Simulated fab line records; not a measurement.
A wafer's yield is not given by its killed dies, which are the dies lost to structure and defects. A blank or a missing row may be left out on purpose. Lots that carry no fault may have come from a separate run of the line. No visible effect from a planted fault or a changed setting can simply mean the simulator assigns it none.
The same fault as seen by 2 desks / flow gf180mcu / each desk holds nothing but its own numbers, with what lay behind them at the end

TOOL OWNER'S DESK, rie si-01
The tool's own readings at GF_STI_ETCH_14 (etches Si in HBr/Cl2/O2, target depth 360 nm, time 102.9 s): means of the sampled wafers that have a number, for each lot that ran on this tool. Any lot whose mean is over 4 standard deviations away from the usual mean is out of limits and marked OUT; that distance is given in the brackets.
Columns: A = drypump motor current A at GF_STI_ETCH_14, usual 5.8 A; B = oes product au at GF_STI_ETCH_14, usual 0.998 a.u.; C = run length s at GF_STI_ETCH_14, usual 131.6 s; D = throttle valve pct at GF_STI_ETCH_14, usual 25.660 %
lot=L497; first seen here=day 2 06:17; A=5.3; B=1.008; C=131.3; D=25.653
lot=L500; first seen here=day 2 22:16; A=5.2; B=0.983; C=131.6; D=25.674
lot=L501; first seen here=day 3 03:47; A=5.3; B=0.996; C=132.0; D=25.649
lot=L502; first seen here=day 3 08:35; A=5.3; B=0.986; C=131.9; D=25.667
lot=L506; first seen here=day 4 05:21; A=5.3; B=1.008; C=131.4; D=25.656
lot=L507; first seen here=day 4 09:48; A=5.2; B=1.016; C=131.4; D=25.655
lot=L508; first seen here=day 4 15:27; A=5.3; B=0.992; C=118.8 (-35) OUT; D=25.665
This desk finds L508 out of limits, L508 being first, at day 4 15:27 (run length s at GF_STI_ETCH_14). Within limits: L497, L500, L501, L502, L506, L507.

METROLOGY DESK
Lot by lot, what the gauges showed, no matter which tool ran the lot: averages of those sampled wafers that carry a number. Any lot whose mean is over 4 standard deviations away from the usual mean is out of limits and marked OUT; that distance is given in the brackets.
Columns: A = STI_OXIDATION_02_THK at GF_STI_THK_MEAS_30, usual 9.89 nm; B = VT_IMPLANT_01_OVL at GF_VT_IMPLANT_OVL_MEAS_18, usual 0.5 nm
lot=L496; first seen here=day 2 06:03; A=10.05; B=0.8
lot=L497; first seen here=day 2 11:37; A=10.05; B=-0.4
lot=L499; first seen here=day 3 00:33; A=9.99; B=0.2
lot=L500; first seen here=day 3 03:11; A=9.71; B=-0.8
lot=L501; first seen here=day 3 09:15; A=9.94; B=0.7
lot=L502; first seen here=day 3 12:52; A=9.52; B=1.0
lot=L503; first seen here=day 3 19:26; A=9.93; B=-0.2
lot=L505; first seen here=day 4 03:39; A=9.61; B=0.4
lot=L506; first seen here=day 4 10:40; A=9.85; B=-0.1
lot=L507; first seen here=day 4 14:24; A=10.14; B=-0.2
lot=L508; first seen here=day 4 20:56; A=10.03; B=-0.6
lot=L511; first seen here=day 5 12:58; A=9.89; B=0.9
lot=L519; first seen here=day 7 04:42; A=10.08; B=1.4
Finding of this desk: none of the 13 lots has anything out of limits.

BROUGHT TOGETHER
On L508, at day 4 15:27, an alarm was possible from the tool owner's desk.
Nothing out of limits was seen by the metrology desk.
The metrology desk has L508 on record, within its limits.
Of the lots named, all ran GF_STI_ETCH_14 on rie si-01.

WHAT THE SIMULATOR HAD INSERTED
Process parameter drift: rie si-01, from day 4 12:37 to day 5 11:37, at GF_STI_ETCH_14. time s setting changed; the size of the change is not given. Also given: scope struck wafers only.
Struck lots among those shown: L508.
Hours from the fault's start to each desk's first reading out of limits: the tool owner's desk, 3.
